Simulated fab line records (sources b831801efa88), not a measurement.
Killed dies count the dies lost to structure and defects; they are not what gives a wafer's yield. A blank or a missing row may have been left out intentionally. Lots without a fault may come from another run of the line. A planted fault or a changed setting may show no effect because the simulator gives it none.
Comparing a struck lot with a sound one | flow sky130 | 17 out of 708 route steps
Sound: these wafers, L806.1, L806.2, L806.3. Wafers struck: L821.2, L821.3, L821.5. Last of all comes the cause.
Per side, at each step with rows, come the tool, then ch with its chambers, and then its first start. Under that, the readings that differ: sound wafers | struck wafers | difference of the means | sigmas: that difference in standard deviations of wafers without a fault.
alike: readings with means less than 2 such deviations apart, plus words and numbers identical on both sides. not compared: withheld readings, readings lacking a value on some wafer, bounds such as >300 that could conceal the same value, and numbers that have no deviation in the record and whose values overlap.
A row with sigmas, a row that says differs or no value, or rows on one side alone: a step with any of these is where the two part. When numbers do not overlap yet have no deviation, they are printed without sigmas and do not part them. A reading that every wafer of one side lacks parts them only if that side has two wafers or more.

first, 1 step without rows for these wafers: SKY_VT_ADJUST_LVTN_IMPLANT_19.
SKY_VT_ADJUST_LVTN_STRIP_20: strips in O2/N2.
  sound on plasma asher-01 ch 0,1, day 8 10:23; struck on plasma asher-03 ch 0,1, day 12 12:38
  alike: drypump motor current A, oes product au, strip time to endpoint s
  not compared: rf hours counter h
SKY_VT_ADJUST_LVTN_TW_MEAS_21:
  sound: film metro-01 at day 8 10:29; struck: film metro-01 at day 12 12:44
  alike: VT_ADJUST_LVTN_2_TW
SKY_VT_ADJUST_NCORE_DEHYDRATE_00: time 62.13 s.
  sound on litho track-02 ch 0, day 8 19:13; struck on litho track-02 ch 0, day 13 00:11
  alike: plate sensor t centre C, plate sensor t edge C, resist line temp C
then, 6 steps without rows for these wafers: SKY_VT_ADJUST_NCORE_HMDS_01 (prime time 60 s); SKY_VT_ADJUST_NCORE_COAT_02 (resist thk 1140 nm); SKY_VT_ADJUST_NCORE_SOFTBAKE_03 (time 60 s); SKY_VT_ADJUST_NCORE_EXPOSE_04 (exposes mask LVTN COMPLEMENT THIN, target cd 380 nm); SKY_VT_ADJUST_NCORE_PEB_05; SKY_VT_ADJUST_NCORE_DEVELOP_06 (develop time 60 s).
SKY_VT_ADJUST_NCORE_CD_MEAS_07 targets a cd of 380 nm.
  sound: cd sem-01 at day 9 06:16; struck: cd sem-01 at day 13 13:08
  alike: cd nm
SKY_VT_ADJUST_NCORE_OVL_MEAS_08:
  sound: overlay-01 at day 9 06:23; struck: overlay-02 at day 13 13:14
  alike: VT_ADJUST_NCORE_OVL
SKY_VT_ADJUST_NCORE_IMPLANT_09:
  sound on implanter-02 ch 0, day 9 06:25; struck on implanter-01 ch 0, day 13 13:17
  reading            | sound                           | struck                          | difference  | sigmas
  dose ions cm2      | 2.3947e+12 2.401e+12 2.3977e+12 | 2.8437e+12 2.8454e+12 2.844e+12 | +4.4657e+11 | +99 or more
  faraday current uA | 13.79 13.51 13.59               | 16.04 15.77 16.50               | +2.47       | +9
SKY_VT_ADJUST_NCORE_STRIP_10: strips in O2/N2.
  sound on plasma asher-04 ch 0,1, day 9 06:34; struck on plasma asher-01 ch 0,1, day 13 13:25
  reading                     | sound       | struck      | difference | sigmas
  drypump motor current A (A) | 5.8 6.6 6.6 | 5.2 4.8 4.8 | -1.4       | -2
  alike: oes product au, strip time to endpoint s
  not compared: rf hours counter h
SKY_VT_ADJUST_NCORE_TW_MEAS_11:
  sound: film metro-03 at day 9 06:40; struck: film metro-01 at day 13 13:31
  reading            | sound             | struck            | difference | sigmas
  VT_ADJUST_NCORE_TW | 216.1 214.9 216.9 | 230.0 230.3 231.8 | +14.7      | +9
then, 1 step without rows for these wafers: SKY_VT_ADJUST_HVTR_DEHYDRATE_00 (time 60 s).
-- the record jumps here: 37 days lie between the struck wafers' starts before and after (it left off in module VT_ADJUST_HVTR and takes up again in module PAD_OPEN, whose first step shown is number 708 of the route) --
SKY_PAD_OPEN_PROBE_99:
  sound: prober-01 at day 46 15:38; struck: prober-01 at day 50 09:07
  reading                                    | sound                         | struck                        | difference | sigmas
  killed at contacts                         | 41 24 26                      | 21 15 19                      | -12        | -2
  model.etest.nfet_16v.r on ohm um           | 1.386e+04 1.383e+04 1.384e+04 | 1.446e+04 1.446e+04 1.444e+04 | +6.100e+02 |
  model.etest.pfet_16v.r on ohm um           | 1.466e+04 1.499e+04 1.478e+04 | 1.411e+04 1.412e+04 1.447e+04 | -5.767e+02 |
  model.etest.pfet g5v0d10v5.r on ohm um     | 4877 4834 4961                | 4508 4504 4486                | -391       |
  model.etest.tip p.rs ohm sq                | 6810 6810 6827                | 6743 6708 6684                | -104       |
  model.etest.res pwell under gate.rs ohm sq | 2289 2281 2300                | 2238 2232 2242                | -53        |
  model.etest.tip_p_5v.rs ohm sq             | 2867 2878 2884                | 2829 2850 2838                | -37        |
  model.etest.tip_n_5v.rs ohm sq             | 1394 1377 1386                | 1403 1404 1396                | +15        |
  alike: killed_at_M0_to_M3, killed_at_M4_up, killed at front end, killed at other, killed dies, killed open, killed short
  not compared: model.etest.nfet g5v0d10v5.r on ohm um

WHERE THEY PART
First at SKY_VT_ADJUST_NCORE_IMPLANT_09; last, within this record, at SKY_PAD_OPEN_PROBE_99.

WHY: whatever the simulator had introduced
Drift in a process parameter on implanter-01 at SKY_VT_ADJUST_NCORE_IMPLANT_09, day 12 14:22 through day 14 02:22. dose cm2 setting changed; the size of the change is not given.
